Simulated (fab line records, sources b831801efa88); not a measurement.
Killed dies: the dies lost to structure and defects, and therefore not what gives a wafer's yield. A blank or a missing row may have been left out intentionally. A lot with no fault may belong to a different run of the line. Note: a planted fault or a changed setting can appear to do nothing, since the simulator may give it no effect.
A lot that was struck, set against a sound lot | flow sfq_line | 13 steps out of a route of 325
Sound: these wafers, L678.2, L678.3, L678.4. Struck: wafers L682.1, L682.3 (left out: L682.4, a lot-mate that was not struck); the cause follows at the end.
Per side, at each step with rows, come the tool, then ch with its chambers, and then its first start. Under that, the readings that differ: sound wafers | struck wafers | difference of the means | sigmas: that difference in standard deviations of wafers without a fault.
alike: same words and numbers on both sides, and readings whose means sit less than 2 such deviations apart. not compared: any withheld reading, any reading some wafer has no value for, any bound like >300 that may hide the same value, and any number with overlapping values for which the record gives no deviation.
Wherever a step has rows on one side only, a row that says differs or no value, or a row with sigmas, the two part there. Non-overlapping numbers with no deviation appear without sigmas and do not part them. A reading that every wafer of one side lacks parts them only if that side has two wafers or more.

first, 2 steps without rows for these wafers: SFQ_TRILAYER_I1_VIA_STRIP_SOLV_CLEAN_054 (cleans in NMP, time 600 s); SFQ_TRILAYER_M2_DEP_PRE_CLEAN_056 (time 22.5 s).
SFQ_TRILAYER_M2_DEP_SPUTTER_055: material Nb, target thk 200 nm, time 133.3 s.
  sound: pvd_sputter-05 at day 26 13:58; struck: pvd_sputter-05 at day 27 20:44
  alike: substrate_temp_c, throttle_valve_pct
SFQ_M2_RS_MEAS_914: measurement is done with a four-point probe.
  sound: film_metro-01 at day 26 14:05; struck: film_metro-02 at day 27 20:50
  alike: M2_NB_RS
then, 6 steps without rows for these wafers: SFQ_TRILAYER_M2_LITHO_COAT_062 (resist thk 62 nm); SFQ_TRILAYER_M2_LITHO_COAT_057 (resist thk 600 nm); SFQ_TRILAYER_M2_LITHO_SOFTBAKE_061; SFQ_TRILAYER_M2_LITHO_EXPOSE_058 (exposes mask M2, target cd 500 nm); SFQ_TRILAYER_M2_LITHO_PEB_060 (peb time 60 s); SFQ_TRILAYER_M2_LITHO_DEVELOP_059 (time 60 s).
-- the record jumps here: 7 days lie between the struck wafers' starts before and after --
SFQ_M2_OVL_MEAS_916:
  sound: overlay-02 at day 33 02:46; struck: overlay-02 at day 34 09:53
  alike: M2_OVL
SFQ_TRILAYER_M2_BARC_OPEN_METAL_ETCH_077: etches BARC in O2, target depth 125 nm, time 41.7 s.
  sound on rie_metal-04 ch 0,1, day 33 02:47; struck on rie_metal-02 ch 0, day 34 09:55
  reading                                             | sound             | struck      | difference                    | sigmas
  oes_product_au (a.u.)                               | 0.682 0.680 0.680 | 0.755 0.740 | +0.067                        | +13
  rf_fwd_power_W (W)                                  | 590 591 595       | - -         | no value on the struck wafers |
  run_length_s (s)                                    | 69.4 69.7 69.9    | 65.6 65.8   | -4.0                          | -9
  model.KrF_of_TRILAYER_M2_LITHO_COAT_057.thk_nm (nm) | 520.5 519.9 523.2 | 527.6 527.5 | +6.3                          |
  alike: drypump_motor_current_A
  not compared: rf_hours_counter_h
SFQ_TRILAYER_M2_ETCH_METAL_ETCH_060: etches Nb in Cl2/Ar, stops on SiO2, target depth 240 nm, time 120 s.
  sound on rie_metal-04 ch 0,1, day 33 02:51; struck on rie_metal-02 ch 0, day 34 09:58
  reading          | sound             | struck      | difference | sigmas
  run_length_s (s) | 148.0 147.4 148.3 | 148.7 148.9 | +0.9       | +2
  alike: drypump_motor_current_A, oes_product_au, rf_fwd_power_W
  not compared: rf_hours_counter_h

== WHERE THEY PART ==
At SFQ_TRILAYER_M2_BARC_OPEN_METAL_ETCH_077 first; at SFQ_TRILAYER_M2_ETCH_METAL_ETCH_060 last (within this record only).

WHY: what had been put in by the simulator
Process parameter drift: rie_metal-02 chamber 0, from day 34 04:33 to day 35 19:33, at SFQ_TRILAYER_M2_BARC_OPEN_METAL_ETCH_077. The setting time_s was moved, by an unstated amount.
